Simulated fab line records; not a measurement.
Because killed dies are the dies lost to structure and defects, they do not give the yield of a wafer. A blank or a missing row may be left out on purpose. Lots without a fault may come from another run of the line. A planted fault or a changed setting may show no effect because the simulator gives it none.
fab line records	flow sky130
[record] lots = 24	wafers = 72	last-day = 50
route steps=708 shown VT_ADJUST_LVTN@104 POLY_CUT@316 SD_N@353 METAL2@500
lots with no fault: from the same line, run without faults
start-h: start of the lot's first displayed wafer, in hours after the record's first day	wait-h: hours since the lot's step before	" identical to the entry in the row above	L1.1+2: a single row standing in for several wafers	- either no value or no given start	* or withheld: withheld	< > ~ a bound
route shown NAME@n: names a module that has steps shown in the file, with the first one's number in the route	usual: average and standard deviation across the fault-free wafers	same: alike in all rows	chamber/n: place in a boat	sites: readings site by site	_std_site: the standard deviation of these	_edge_site: inner sites' mean taken away from outer sites' mean	radius-mm: for every site, how far away it sits from the centre of the wafer	mask NAME#n: copy n	behind: the last tool/chamber to shape the wafer	hold: cause of the lot's hold/its duration in hours/its outcome	device: the n, p or np transistor that did not switch	end of line: the route-end tests of the same wafers	a step without rows: its recipe alone	killed: count of dies lost to structure and defects at first sort (not the wafer's yield)	map: the dies of a wafer, with x for killed, . for not killed, _ for no die there
set.NAME: the setting the step ran with; set.NAME@STEP: the setting that earlier step ran with	model.NAME: the simulator's own value behind a step, which no gauge read
one table for each step of the route and one row for each wafer, over a sample of lots
services: the hour from which a tool's chamber was out of use, counted from the record's first day as start-h (under 0 if before that day), plus the number of hours and why
[[steps]]
[step SKY_VT_ADJUST_LVTN_OVL_MEAS_07]
[usual] VT_ADJUST_LVTN_OVL = -1.5/1.4
lot.wafer	tool	chamber	start-h	wait-h	VT_ADJUST_LVTN_OVL[nm]
L074.2	overlay-01	-	137.66	-	-1.7
L074.3	"	-	"	"	0.4
L074.5	"	-	"	"	-1.2
L075.2	overlay-02	-	138.96	-	-0.8
L075.4	"	-	"	"	-0.9
L075.5	"	-	"	"	-0.6
L076.1	overlay-01	-	153.71	-	-0.9
L076.4	"	-	"	"	-1.7
L076.5	"	-	"	"	-1.9
L077.1	overlay-01	-	169.65	-	-0.4
L077.2	"	-	"	"	-2.7
L077.3	"	-	"	"	-1.2
L078.1	overlay-01	-	174.30	-	-1.5
L078.3	"	-	"	"	-1.4
L078.6	"	-	"	"	-1.1
L080.2	overlay-01	-	182.28	-	-2.1
L080.5	"	-	"	"	-1.2
L080.6	"	-	"	"	-0.1
L079.3	overlay-02	-	184.13	-	-1.0
L079.5	"	-	"	"	0.7
L079.6	"	-	"	"	1.6
L081.2	overlay-01	-	188.43	-	-1.2
L081.4	"	-	"	"	-0.1
L081.6	"	-	"	"	-0.9
L082.1	overlay-01	-	196.26	-	-2.8
L082.2	"	-	"	"	-2.7
L082.3	"	-	"	"	-1.6
L083.1	overlay-02	-	199.82	-	-3.4
L083.4	"	-	"	"	-4.7
L083.5	"	-	"	"	-2.2
L084.2	overlay-02	-	208.06	-	-0.1
L084.4	"	-	"	"	0.6
L084.5	"	-	"	"	-0.6
L085.3	overlay-01	-	213.58	-	-4.2
L085.4	"	-	"	"	-5.1
L085.5	"	-	"	"	-3.8
L086.1	overlay-02	-	219.97	-	-1.6
L086.2	"	-	"	"	-3.3
L086.4	"	-	"	"	-4.8
L087.4	overlay-01	-	224.74	-	-1.6
L087.5	"	-	"	"	-1.9
L087.6	"	-	"	"	-1.2
L088.1	overlay-01	-	230.06	-	0.6
L088.5	"	-	"	"	-3.4
L088.6	"	-	"	"	-2.9
L089.2	overlay-01	-	234.06	-	2.2
L089.4	"	-	"	"	-1.7
L089.5	"	-	"	"	0.0
L090.1	overlay-02	-	243.06	-	-0.5
L090.2	"	-	"	"	-2.0
L090.6	"	-	"	"	-1.1
L091.1	overlay-01	-	246.51	-	-0.2
L091.3	"	-	"	"	-1.0
L091.5	"	-	"	"	-0.8
L092.2	overlay-01	-	253.58	-	-2.5
L092.3	"	-	"	"	1.9
L092.4	"	-	"	"	-0.6
L093.1	overlay-01	-	269.06	-	-2.1
L093.4	"	-	"	"	-2.1
L093.5	"	-	"	"	-3.4
L095.2	overlay-01	-	286.53	-	-2.5
L095.5	"	-	"	"	-0.5
L095.6	"	-	"	"	-1.7
L094.1	overlay-02	-	287.90	-	-1.4
L094.4	"	-	"	"	-1.6
L094.5	"	-	"	"	-0.9
L096.1	overlay-02	-	288.96	-	-1.6
L096.3	"	-	"	"	-2.6
L096.5	"	-	"	"	-1.6
L097.2	overlay-02	-	294.83	-	-1.8
L097.3	"	-	"	"	1.0
L097.5	"	-	"	"	-1.6
[step SKY_POLY_CUT_OVL_MEAS_09]
[usual] POLY_CUT_OVL = -1/5.3
lot.wafer	tool	chamber	start-h	wait-h	POLY_CUT_OVL[nm]
L075.2	overlay-01	-	547.98	0.1	1
L075.4	"	-	"	"	5
L075.5	"	-	"	"	5
L074.2	overlay-02	-	549.24	0.1	-2
L074.3	"	-	"	"	-1
L074.5	"	-	"	"	3
L076.1	overlay-01	-	569.07	0.1	-2
L076.4	"	-	"	"	1
L076.5	"	-	"	"	-2
L077.1	overlay-02	-	589.23	0.1	15
L077.2	"	-	"	"	11
L077.3	"	-	"	"	8
L078.1	overlay-01	-	597.57	0.1	-8
L078.3	"	-	"	"	-5
L078.6	"	-	"	"	-3
L080.2	overlay-02	-	610.13	0.1	10
L080.5	"	-	"	"	-6
L080.6	"	-	"	"	3
L079.3	overlay-01	-	611.74	0.1	3
L079.5	"	-	"	"	-7
L079.6	"	-	"	"	6
L081.2	overlay-02	-	618.98	0.1	-10
L081.4	"	-	"	"	-5
L081.6	"	-	"	"	-10
L082.1	overlay-01	-	622.77	0.1	1
L082.2	"	-	"	"	2
L082.3	"	-	"	"	4
L083.1	overlay-01	-	634.67	0.1	1
L083.4	"	-	"	"	-1
L083.5	"	-	"	"	0
L084.2	overlay-02	-	649.09	0.1	-1
L084.4	"	-	"	"	0
L084.5	"	-	"	"	1
L085.3	overlay-02	-	650.23	0.1	4
L085.4	"	-	"	"	-4
L085.5	"	-	"	"	-2
L086.1	overlay-01	-	661.27	0.1	0
L086.2	"	-	"	"	2
L086.4	"	-	"	"	5
L087.4	overlay-01	-	669.49	0.1	-7
L087.5	"	-	"	"	-7
L087.6	"	-	"	"	-7
L088.1	overlay-02	-	674.88	0.1	-3
L088.5	"	-	"	"	-4
L088.6	"	-	"	"	-9
L089.2	overlay-01	-	677.79	0.1	-3
L089.4	"	-	"	"	-8
L089.5	"	-	"	"	2
L090.1	overlay-02	-	688.48	0.1	-8
L090.2	"	-	"	"	-6
L090.6	"	-	"	"	2
L091.1	overlay-01	-	693.88	0.1	5
L091.3	"	-	"	"	4
L091.5	"	-	"	"	1
L092.2	overlay-01	-	708.63	0.1	3
L092.3	"	-	"	"	-5
L092.4	"	-	"	"	0
L093.1	overlay-02	-	730.33	0.1	-5
L093.4	"	-	"	"	-1
L093.5	"	-	"	"	4
L095.2	overlay-02	-	740.18	0.1	1
L095.5	"	-	"	"	-1
L095.6	"	-	"	"	-2
L096.1	overlay-01	-	740.52	0.1	1
L096.3	"	-	"	"	11
L096.5	"	-	"	"	0
L094.1	overlay-01	-	743.12	0.1	-2
L094.4	"	-	"	"	-5
L094.5	"	-	"	"	1
L097.2	overlay-02	-	747.43	0.1	1
L097.3	"	-	"	"	0
L097.5	"	-	"	"	-1
[step SKY_POLY_CUT_ETCH_10]
[recipe] chemistry = N2/H2	target = BARC	ion-energy-ev = 200	source-w = 500	bias-w = 100	pressure-mtorr = 30	n2-flow-sccm = 100	h2-flow-sccm = 200	stop-on = SiO2	time-s = 45.9	target-depth-a = 600
[usual] drypump-motor-current-A = 5.5/0.43	h2-flow-sccm = 199.9/0.68	oes-product-au = 0.854/0.0054	throttle-valve-pct = 13.226/0.0096
lot.wafer	tool	chamber	start-h	wait-h	drypump-motor-current-A	h2-flow-sccm	oes-product-au	rf-hours-counter-h	throttle-valve-pct
L075.2	rie-diel-04	2	548.01	0.0	5.2	199.1	0.844	0	13.211
L075.4	"	3	"	"	5.3	200.9	0.858	10	13.218
L075.5	"	1	"	"	5.4	199.1	0.849	-	13.222
L074.2	rie-diel-01	0	549.27	0.0	5.6	200.0	0.855	62	13.211
L074.3	"	3	"	"	6.2	200.9	0.856	18	13.231
L074.5	"	0	"	"	5.5	199.8	0.856	-	13.224
L076.1	rie-diel-01	3	569.11	0.0	6.2	199.0	0.848	19	13.242
L076.4	"	2	"	"	5.4	198.7	0.852	2	13.219
L076.5	"	2	"	"	5.5	200.5	0.848	-	13.237
L077.1	rie-diel-01	1	589.27	0.0	5.0	199.4	0.845	39	13.236
L077.2	"	0	"	"	5.5	199.7	0.862	63	13.223
L077.3	"	2	"	"	5.5	200.4	0.862	2	13.217
L078.1	rie-diel-01	1	597.61	0.0	5.0	199.6	0.863	39	13.224
L078.3	"	0	"	"	5.5	199.2	0.859	63	13.237
L078.6	"	0	"	"	5.5	198.9	0.852	-	13.221
L080.2	rie-diel-01	0	610.16	0.0	5.5	200.2	0.852	63	13.213
L080.5	"	3	"	"	6.1	200.8	0.855	-	13.214
L080.6	"	0	"	"	5.5	200.7	0.847	-	13.239
L079.3	rie-diel-04	0	611.77	0.0	5.9	199.1	0.854	12	13.237
L079.5	"	1	"	"	5.3	198.9	0.862	-	13.232
L079.6	"	2	"	"	5.2	201.3	0.852	-	13.230
L081.2	rie-diel-03	1	619.01	0.0	5.6	199.6	0.857	3	13.231
L081.4	"	3	"	"	5.5	199.8	0.855	9	13.231
L081.6	"	1	"	"	5.5	200.6	0.846	-	13.233
L082.1	rie-diel-04	1	622.81	0.0	5.4	199.3	0.858	3	13.206
L082.2	"	3	"	"	5.3	200.3	0.862	12	13.219
L082.3	"	0	"	"	5.9	200.5	0.855	12	13.221
L083.1	rie-diel-04	0	634.71	0.0	5.9	199.1	0.858	12	13.234
L083.4	"	3	"	"	5.3	199.8	0.856	12	13.208
L083.5	"	3	"	"	5.3	198.8	0.845	-	13.229
L084.2	rie-diel-01	3	649.12	0.0	6.2	199.4	0.852	20	13.200
L084.4	"	2	"	"	5.4	200.5	0.852	3	13.230
L084.5	"	3	"	"	6.2	200.2	0.859	-	13.210
L085.3	rie-diel-03	3	650.26	0.0	5.5	199.2	0.855	10	13.226
L085.4	"	2	"	"	5.1	200.1	0.844	3	13.234
L085.5	"	1	"	"	5.5	200.8	0.854	-	13.241
L086.1	rie-diel-01	1	661.31	0.0	5.0	199.2	0.855	41	13.232
L086.2	"	2	"	"	5.4	200.4	0.860	4	13.221
L086.4	"	3	"	"	6.2	199.3	0.855	-	13.222
L087.4	rie-diel-03	2	669.51	0.0	5.1	199.7	0.852	3	13.236
L087.5	"	2	"	"	5.1	200.2	0.849	-	13.228
L087.6	"	3	"	"	5.5	198.3	0.851	-	13.217
L088.1	rie-diel-01	1	674.92	0.0	5.0	199.1	0.853	41	13.228
L088.5	"	2	"	"	5.5	199.8	0.851	-	13.223
L088.6	"	3	"	"	6.2	200.4	0.853	-	13.204
L089.2	rie-diel-01	1	677.82	0.0	5.0	199.5	0.861	41	13.233
L089.4	"	3	"	"	6.2	200.6	0.856	21	13.219
L089.5	"	0	"	"	5.5	199.9	0.850	-	13.224
L090.1	rie-diel-01	0	688.52	0.0	5.5	199.6	0.855	0	13.225
L090.2	"	2	"	"	5.5	199.5	0.863	4	13.232
L090.6	"	2	"	"	5.5	200.1	0.853	-	13.239
L091.1	rie-diel-04	0	693.92	0.0	5.9	200.7	0.853	13	13.230
L091.3	"	3	"	"	5.3	199.8	0.857	13	13.232
L091.5	"	1	"	"	5.3	201.5	0.854	-	13.219
L092.2	rie-diel-03	2	708.66	0.0	5.1	199.4	0.845	4	13.227
L092.3	"	3	"	"	5.5	200.1	0.850	12	13.224
L092.4	"	0	"	"	6.6	199.7	0.859	19	13.221
L093.1	rie-diel-03	1	730.37	0.0	5.6	200.1	0.858	6	13.220
L093.4	"	3	"	"	5.5	200.2	0.866	12	13.235
L093.5	"	1	"	"	5.5	200.6	0.868	-	13.224
L095.2	rie-diel-03	0	740.21	0.0	6.7	199.6	0.850	20	13.222
L095.5	"	3	"	"	5.5	201.3	0.852	-	13.210
L095.6	"	2	"	"	5.1	200.1	0.853	-	13.219
L096.1	rie-diel-01	1	740.56	0.0	5.0	200.0	0.856	43	13.222
L096.3	"	3	"	"	6.1	199.4	0.861	22	13.236
L096.5	"	2	"	"	5.4	199.9	0.859	-	13.229
L094.1	rie-diel-04	1	743.16	0.0	5.4	200.0	0.852	5	13.232
L094.4	"	0	"	"	5.9	200.5	0.850	14	13.225
L094.5	"	0	"	"	5.9	200.6	0.856	-	13.230
L097.2	rie-diel-03	0	747.46	0.0	6.6	199.2	0.854	20	13.237
L097.3	"	2	"	"	5.1	200.1	0.858	6	13.216
L097.5	"	1	"	"	5.6	199.7	0.853	-	13.220
[step SKY_POLY_CUT_ETCH_11]
[recipe] target = Si3N4	chemistry = CF4/CH2F2/Ar	stop-on = poly-Si	source-w = 600	bias-w = 150	pressure-mtorr = 40	cf4-flow-sccm = 40	ch2f2-flow-sccm = 20	Ar_flow_sccm = 150	time-s = 42.5	target-depth-a = 600
[usual] drypump-motor-current-A = 5.5/0.44	oes-product-au = 0.831/0.0069	throttle-valve-pct = 14.996/0.0085
lot.wafer	tool	chamber	start-h	wait-h	drypump-motor-current-A	oes-product-au	rf-hours-counter-h	throttle-valve-pct
L075.2	rie-diel-04	2	548.05	0.0	5.2	0.838	0	14.983
L075.4	"	3	"	"	5.3	0.830	10	14.991
L075.5	"	1	"	"	5.4	0.816	-	14.993
L074.2	rie-diel-01	0	549.31	0.0	5.6	0.833	62	14.995
L074.3	"	3	"	"	6.2	0.826	18	14.993
L074.5	"	0	"	"	5.5	0.846	-	14.994
L076.1	rie-diel-01	3	569.15	0.0	6.2	0.828	19	15.000
L076.4	"	2	"	"	5.4	0.832	2	15.001
L076.5	"	2	"	"	5.4	0.828	-	14.997
L077.1	rie-diel-01	1	589.31	0.0	5.0	0.833	39	14.985
L077.2	"	0	"	"	5.5	0.827	63	15.005
L077.3	"	2	"	"	5.5	0.815	2	14.999
L078.1	rie-diel-01	1	597.65	0.0	5.0	0.839	39	14.971
L078.3	"	0	"	"	5.6	0.829	63	14.994
L078.6	"	0	"	"	5.5	0.827	-	14.989
L080.2	rie-diel-01	0	610.20	0.0	5.6	0.845	63	14.998
L080.5	"	3	"	"	6.2	0.840	-	14.984
L080.6	"	0	"	"	5.5	0.829	-	14.997
L079.3	rie-diel-04	0	611.81	0.0	5.9	0.839	12	14.980
L079.5	"	1	"	"	5.3	0.840	-	14.987
L079.6	"	2	"	"	5.2	0.847	-	15.008
L081.2	rie-diel-03	1	619.05	0.0	5.5	0.827	3	14.994
L081.4	"	3	"	"	5.5	0.825	9	15.008
L081.6	"	1	"	"	5.5	0.825	-	14.985
L082.1	rie-diel-04	1	622.85	0.0	5.4	0.833	3	15.014
L082.2	"	3	"	"	5.3	0.827	12	14.995
L082.3	"	0	"	"	5.9	0.829	12	15.001
L083.1	rie-diel-04	0	634.75	0.0	5.9	0.839	12	15.007
L083.4	"	3	"	"	5.3	0.824	12	15.007
L083.5	"	3	"	"	5.3	0.824	-	15.003
L084.2	rie-diel-01	3	649.16	0.0	6.2	0.831	20	15.004
L084.4	"	2	"	"	5.4	0.833	3	14.998
L084.5	"	3	"	"	6.1	0.828	-	14.980
L085.3	rie-diel-03	3	650.30	0.0	5.5	0.830	10	14.998
L085.4	"	2	"	"	5.1	0.823	3	14.998
L085.5	"	1	"	"	5.5	0.822	-	14.991
L086.1	rie-diel-01	1	661.35	0.0	5.0	0.823	41	15.010
L086.2	"	2	"	"	5.5	0.822	4	15.001
L086.4	"	3	"	"	6.2	0.831	-	14.988
L087.4	rie-diel-03	2	669.55	0.0	5.1	0.826	3	14.993
L087.5	"	2	"	"	5.1	0.829	-	15.013
L087.6	"	3	"	"	5.5	0.848	-	14.986
L088.1	rie-diel-01	1	674.96	0.0	5.0	0.836	41	15.015
L088.5	"	2	"	"	5.5	0.825	-	15.005
L088.6	"	3	"	"	6.1	0.827	-	14.994
L089.2	rie-diel-01	1	677.86	0.0	5.0	0.835	41	14.995
L089.4	"	3	"	"	6.2	0.832	21	15.000
L089.5	"	0	"	"	5.5	0.826	-	14.984
L090.1	rie-diel-01	0	688.56	0.0	5.5	0.821	0	15.017
L090.2	"	2	"	"	5.4	0.825	4	14.999
L090.6	"	2	"	"	5.5	0.836	-	14.994
L091.1	rie-diel-04	0	693.96	0.0	6.0	0.828	13	14.991
L091.3	"	3	"	"	5.3	0.823	13	14.988
L091.5	"	1	"	"	5.4	0.830	-	15.005
L092.2	rie-diel-03	2	708.70	0.0	5.1	0.837	4	14.987
L092.3	"	3	"	"	5.5	0.823	12	14.989
L092.4	"	0	"	"	6.6	0.826	19	14.986
L093.1	rie-diel-03	1	730.41	0.0	5.5	0.824	6	15.004
L093.4	"	3	"	"	5.5	0.838	12	14.998
L093.5	"	1	"	"	5.5	0.833	-	14.993
L095.2	rie-diel-03	0	740.25	0.0	6.6	0.838	20	15.003
L095.5	"	3	"	"	5.5	0.832	-	14.981
L095.6	"	2	"	"	5.1	0.837	-	15.000
L096.1	rie-diel-01	1	740.60	0.0	5.0	0.837	43	14.988
L096.3	"	3	"	"	6.2	0.839	22	15.007
L096.5	"	2	"	"	5.4	0.841	-	14.997
L094.1	rie-diel-04	1	743.20	0.0	5.4	0.838	5	14.982
L094.4	"	0	"	"	5.9	0.835	14	14.991
L094.5	"	0	"	"	5.9	0.830	-	14.995
L097.2	rie-diel-03	0	747.50	0.0	6.7	0.832	20	14.998
L097.3	"	2	"	"	5.1	0.829	6	14.983
L097.5	"	1	"	"	5.5	0.836	-	15.005
[step SKY_SD_N_STRIP_11]
[recipe] chemistry = O2/N2	power-w = 1400	pressure-mtorr = 1500	platen-temp-c = withheld	o2-flow-sccm = 3000	n2-flow-sccm = 300	overash-fraction = 0.5
[usual] drypump-motor-current-A = 5.6/0.48	oes-product-au = 0.527/0.0047	strip-time-to-endpoint-s = 22.54/0.046
lot.wafer	tool	chamber	start-h	wait-h	drypump-motor-current-A	oes-product-au	rf-hours-counter-h	strip-time-to-endpoint-s
L075.2	plasma-asher-01	0	636.52	0.1	5.6	0.528	20	22.50
L075.4	"	1	"	"	5.0	0.528	-	22.47
L075.5	"	1	"	"	4.9	0.520	-	22.48
L074.2	plasma-asher-02	1	638.67	0.1	5.8	0.533	96	22.56
L074.3	"	0	"	"	5.7	0.522	-	22.55
L074.5	"	1	"	"	5.8	0.524	-	22.54
L076.1	plasma-asher-04	1	656.27	0.1	5.4	0.524	83	22.47
L076.4	"	0	"	"	6.6	0.524	-	22.48
L076.5	"	0	"	"	6.6	0.529	-	22.52
L077.1	plasma-asher-02	0	676.12	0.1	5.7	0.528	99	22.47
L077.2	"	1	"	"	5.8	0.526	99	22.49
L077.3	"	0	"	"	5.7	0.525	-	22.51
L078.1	plasma-asher-01	0	684.42	0.1	5.7	0.528	25	22.53
L078.3	"	0	"	"	5.7	0.526	-	22.54
L078.6	"	0	"	"	5.7	0.520	-	22.50
L080.2	plasma-asher-02	0	695.82	0.1	5.7	0.525	101	22.58
L080.5	"	1	"	"	5.8	0.526	-	22.58
L080.6	"	0	"	"	5.7	0.522	-	22.59
L079.3	plasma-asher-01	0	697.56	0.1	5.7	0.523	-	22.59
L079.5	"	0	"	"	5.7	0.530	-	22.51
L079.6	"	1	"	"	5.0	0.528	-	22.54
L081.2	plasma-asher-01	1	704.87	0.2	4.9	0.524	27	22.50
L081.4	"	0	"	"	5.7	0.526	-	22.51
L081.6	"	0	"	"	5.7	0.525	-	22.50
L082.1	plasma-asher-01	0	707.62	0.1	5.7	0.524	27	22.47
L082.2	"	1	"	"	5.0	0.526	27	22.45
L082.3	"	1	"	"	5.0	0.526	-	22.44
L083.1	plasma-asher-01	1	720.47	0.1	4.9	0.526	28	22.54
L083.4	"	1	"	"	5.0	0.526	-	22.55
L083.5	"	0	"	"	5.7	0.522	-	22.54
L084.2	plasma-asher-02	0	733.42	0.1	5.7	0.529	105	22.58
L084.4	"	1	"	"	5.7	0.531	-	22.54
L084.5	"	0	"	"	5.7	0.529	-	22.57
L085.3	plasma-asher-01	0	735.26	0.1	5.7	0.522	-	22.49
L085.4	"	1	"	"	5.0	0.523	-	22.50
L085.5	"	1	"	"	5.0	0.533	-	22.55
L086.1	plasma-asher-01	0	744.82	0.1	5.6	0.529	31	22.49
L086.2	"	1	"	"	4.9	0.529	31	22.47
L086.4	"	0	"	"	5.7	0.525	-	22.47
L087.4	plasma-asher-01	0	753.10	0.1	5.7	0.527	-	22.53
L087.5	"	1	"	"	4.9	0.522	-	22.54
L087.6	"	0	"	"	5.7	0.525	-	22.57
L088.1	plasma-asher-04	1	757.87	0.1	5.4	0.527	93	22.58
L088.5	"	1	"	"	5.4	0.535	-	22.55
L088.6	"	0	"	"	6.6	0.526	-	22.59
L089.2	plasma-asher-04	1	759.17	0.1	5.4	0.523	93	22.54
L089.4	"	0	"	"	6.6	0.523	-	22.56
L089.5	"	1	"	"	5.4	0.530	-	22.52
L090.1	plasma-asher-01	1	770.24	0.1	4.9	0.534	33	22.53
L090.2	"	0	"	"	5.7	0.533	33	22.55
L090.6	"	1	"	"	5.0	0.520	-	22.57
L091.1	plasma-asher-02	1	776.02	0.1	5.8	0.528	3	22.58
L091.3	"	1	"	"	5.8	0.527	-	22.55
L091.5	"	1	"	"	5.8	0.525	-	22.57
L092.2	plasma-asher-04	1	789.42	0.1	5.4	0.525	96	22.55
L092.3	"	0	"	"	6.5	0.514	-	22.53
L092.4	"	1	"	"	5.4	0.529	-	22.59
L093.1	plasma-asher-01	0	811.77	0.1	5.7	0.538	37	22.59
L093.4	"	0	"	"	5.7	0.522	-	22.59
L093.5	"	0	"	"	5.7	0.518	-	22.55
L095.2	plasma-asher-04	0	819.82	0.1	6.6	0.524	99	22.60
L095.5	"	0	"	"	6.5	0.526	-	22.59
L095.6	"	1	"	"	5.4	0.528	-	22.65
L096.1	plasma-asher-04	1	820.52	0.1	5.4	0.531	100	22.58
L096.3	"	0	"	"	6.6	0.526	-	22.51
L096.5	"	1	"	"	5.4	0.533	-	22.59
L094.1	plasma-asher-02	0	824.02	0.1	5.7	0.522	8	22.57
L094.4	"	1	"	"	5.8	0.524	-	22.60
L094.5	"	0	"	"	5.7	0.518	-	22.54
L097.2	plasma-asher-02	0	827.02	0.1	5.7	0.531	9	22.57
L097.3	"	1	"	"	5.8	0.530	-	22.59
L097.5	"	1	"	"	5.8	0.523	-	22.57
[step SKY_METAL2_DESCUM_17]
[recipe] chemistry = O2	source-power-w = 150	bias-power-w = 0	pressure-mtorr = 10	temp-c = 40	time-s = 8
[usual] drypump-motor-current-A = 5.71/0.23	oes-product-au = 1.000/0.011
lot.wafer	tool	chamber	start-h	wait-h	drypump-motor-current-A	oes-product-au	rf-hours-counter-h
L075.2	rie-metal-01	0	809.38	0.0	5.66	0.999	-
L075.4	"	0	"	"	5.61	0.997	-
L075.5	"	0	"	"	5.70	0.998	-
L074.2	rie-metal-03	0	813.91	0.0	5.38	1.001	12
L074.3	"	1	"	"	5.74	1.007	-
L074.5	"	0	"	"	5.40	1.008	-
L076.1	rie-metal-04	0	828.32	0.0	6.17	0.974	9
L076.4	"	0	"	"	6.19	0.970	-
L076.5	"	0	"	"	6.18	0.977	-
L077.1	rie-metal-03	0	846.97	0.0	5.39	1.006	13
L077.2	"	1	"	"	5.77	0.998	14
L077.3	"	1	"	"	5.77	1.009	-
L078.1	rie-metal-03	1	855.12	0.0	5.77	1.016	14
L078.3	"	1	"	"	5.79	1.000	-
L078.6	"	0	"	"	5.36	1.001	-
L080.2	rie-metal-03	0	865.32	0.0	5.37	1.009	14
L080.5	"	1	"	"	5.77	1.021	-
L080.6	"	0	"	"	5.36	1.007	-
L079.3	rie-metal-01	0	866.17	0.0	5.70	0.993	-
L079.5	"	0	"	"	5.67	1.001	-
L079.6	"	1	"	"	5.76	1.008	-
L081.2	rie-metal-01	1	871.53	0.0	5.76	1.010	3
L081.4	"	0	"	"	5.70	1.004	-
L081.6	"	0	"	"	5.67	1.008	-
L082.1	rie-metal-04	1	875.46	0.0	5.55	0.997	7
L082.2	"	0	"	"	6.15	0.986	10
L082.3	"	0	"	"	6.17	0.980	-
L083.1	rie-metal-03	1	887.83	0.0	5.76	1.013	16
L083.4	"	0	"	"	5.39	1.001	-
L083.5	"	0	"	"	5.40	0.986	-
L084.2	rie-metal-04	1	899.36	0.0	5.57	0.999	8
L084.4	"	1	"	"	5.54	1.005	-
L084.5	"	0	"	"	6.19	0.988	-
L085.3	rie-metal-03	0	900.39	0.0	5.39	0.998	-
L085.4	"	1	"	"	5.78	1.010	-
L085.5	"	0	"	"	5.37	1.007	-
L086.1	rie-metal-01	0	911.41	0.0	5.70	1.011	7
L086.2	"	1	"	"	5.74	1.004	5
L086.4	"	1	"	"	5.73	1.007	-
L087.4	rie-metal-01	0	917.14	0.0	5.71	1.008	-
L087.5	"	0	"	"	5.69	1.011	-
L087.6	"	1	"	"	5.74	1.005	-
L088.1	rie-metal-04	1	922.16	0.0	5.54	0.995	9
L088.5	"	1	"	"	5.52	1.005	-
L088.6	"	0	"	"	6.19	0.981	-
L089.2	rie-metal-03	0	923.08	0.0	5.40	1.002	16
L089.4	"	1	"	"	5.78	1.003	-
L089.5	"	1	"	"	5.78	1.009	-
L090.1	rie-metal-04	1	932.33	0.0	5.54	0.992	9
L090.2	"	0	"	"	6.17	0.985	13
L090.6	"	1	"	"	5.54	1.004	-
L091.1	rie-metal-01	1	938.92	0.0	5.73	1.009	6
L091.3	"	0	"	"	5.68	1.014	-
L091.5	"	1	"	"	5.73	1.003	-
L092.2	rie-metal-01	0	951.41	0.0	5.63	0.997	9
L092.3	"	1	"	"	5.74	1.006	-
L092.4	"	0	"	"	5.64	1.008	-
L093.1	rie-metal-03	0	972.41	0.0	5.39	1.000	20
L093.4	"	1	"	"	5.75	0.987	-
L093.5	"	0	"	"	5.41	1.005	-
L095.2	rie-metal-04	0	980.18	0.0	6.15	0.977	16
L095.5	"	1	"	"	5.56	0.983	-
L095.6	"	0	"	"	6.17	0.977	-
L096.1	rie-metal-01	1	981.11	0.0	5.76	1.017	8
L096.3	"	1	"	"	5.77	0.998	-
L096.5	"	0	"	"	5.72	0.996	-
L094.1	rie-metal-01	0	983.12	0.0	5.71	0.991	11
L094.4	"	1	"	"	5.74	1.014	-
L094.5	"	1	"	"	5.75	1.000	-
L097.2	rie-metal-04	1	987.32	0.0	5.54	0.984	12
L097.3	"	0	"	"	6.18	0.982	-
L097.5	"	0	"	"	6.17	0.987	-
[[services]]
tool	chamber	start-h	hours	kind
rie-diel-03	-	530.21	0.3	repair
rie-diel-03	0	647.38	2.0	repair
rie-diel-01	1	681.66	2.6	repair
rie-metal-01	-	704.39	2.8	pm
rie-metal-01	1	709.74	4.2	repair
rie-metal-01	0	721.35	1.3	repair
rie-diel-03	-	752.99	15.6	pm
plasma-asher-01	-	760.57	2.8	pm
rie-diel-03	0	784.59	11.3	repair
plasma-asher-01	-	788.99	1.2	repair
rie-diel-01	0	795.23	2.7	repair
rie-diel-03	1	816.81	5.8	repair
plasma-asher-01	-	819.43	2.3	repair
rie-diel-01	-	825.19	2.8	pm
rie-metal-01	0	831.71	6.1	repair
rie-diel-04	2	847.22	3.9	repair
rie-diel-04	2	879.70	11.7	repair
rie-diel-03	0	886.47	6.3	repair
rie-diel-01	3	899.82	6.1	repair
rie-diel-03	2	903.91	3.3	repair
rie-diel-03	1	948.92	5.3	repair
rie-diel-04	3	959.72	10.0	repair
rie-diel-01	-	963.08	0.8	repair
rie-diel-03	3	971.64	1.4	repair
[[key]]
fault none
